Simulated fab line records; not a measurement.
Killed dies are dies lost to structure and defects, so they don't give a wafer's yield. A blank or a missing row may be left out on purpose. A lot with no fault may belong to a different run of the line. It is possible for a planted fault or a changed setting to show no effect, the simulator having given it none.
A single fault, viewed from 2 desks    flow gf180mcu    only its own numbers are on each desk; what lay behind them is given at the end

FOR THE TOOL OWNER'S DESK: cmp-01
The tool's own readings at GF_V2_CMP_26 (polishes, stops on SiO2, t overpolish 15 s, target thk 0 nm): means of the sampled wafers that have a number, for each lot that ran on this tool. Any lot whose mean is over 4 standard deviations away from the usual mean is out of limits and marked OUT; that distance is given in the brackets.
Columns: A = motor current A at GF_V2_CMP_26, usual 11.4 A; B = overpolish run s at GF_V2_CMP_26, usual 14.999 s; C = slurry filter dp kPa at GF_V2_CMP_26, usual 13.50 kPa; D = time to endpoint s at GF_V2_CMP_26, usual 84 s
lot   first seen here  A     B                        C      D
L711  day 19 20:35     11.3  15.000                   13.39  83
L717  day 22 21:25     11.1  15.000                   13.45  89
L718  day 23 01:57     11.3  14.991                   13.58  85
L721  day 23 13:36     11.1  15.000                   13.68  82
L722  day 24 00:43     11.0  15.003                   13.44  80
L723  day 24 19:08     11.1  8.375 (-99 or more) OUT  13.57  83
L725  day 25 07:26     11.0  8.376 (-99 or more) OUT  13.61  87
L733  day 27 19:28     10.8  14.998                   13.42  84
This desk finds L723, L725 out of limits, L723 being first, at day 24 19:08 (overpolish run s at GF_V2_CMP_26). L711, L717, L718, L721, L722, L733 stayed within limits.

FROM THE METROLOGY DESK
What the gauges read, lot by lot, whatever tool the lot ran on: means of the sampled wafers that have a number. Any lot whose mean is over 4 standard deviations away from the usual mean is out of limits and marked OUT; that distance is given in the brackets.
Columns: A = V2_CVD_02_THK at GF_V2_THK_MEAS_03, usual 847 nm
lot   first seen here  A
L711  day 18 19:58     850
L714  day 20 09:36     849
L716  day 21 01:08     851
L717  day 21 19:25     845
L718  day 22 00:23     842
L719  day 22 01:31     854
L721  day 22 12:33     836
L722  day 22 23:49     849
L723  day 23 19:28     846
L725  day 24 07:14     825
L726  day 24 12:14     870
L732  day 26 09:32     841
L733  day 26 20:39     845
Result from this desk: across the 13 lots, nothing is out of limits.

PUT TOGETHER
The tool owner's desk had the chance to raise an alarm at day 24 19:08 on L723, L725.
Nothing out of limits was seen by the metrology desk.
The metrology desk has L723, L725 on record, within its limits.
Every lot named ran GF_V2_CMP_26 on cmp-01.

WHAT THE SIMULATOR HAD INSERTED
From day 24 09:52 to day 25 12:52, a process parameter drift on cmp-01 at GF_V2_CMP_26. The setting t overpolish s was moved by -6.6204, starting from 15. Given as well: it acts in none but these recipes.
Lots struck among those shown: L723, L725.
Delay in hours, fault start to first out-of-limits reading, by desk: the tool owner's desk at 9.
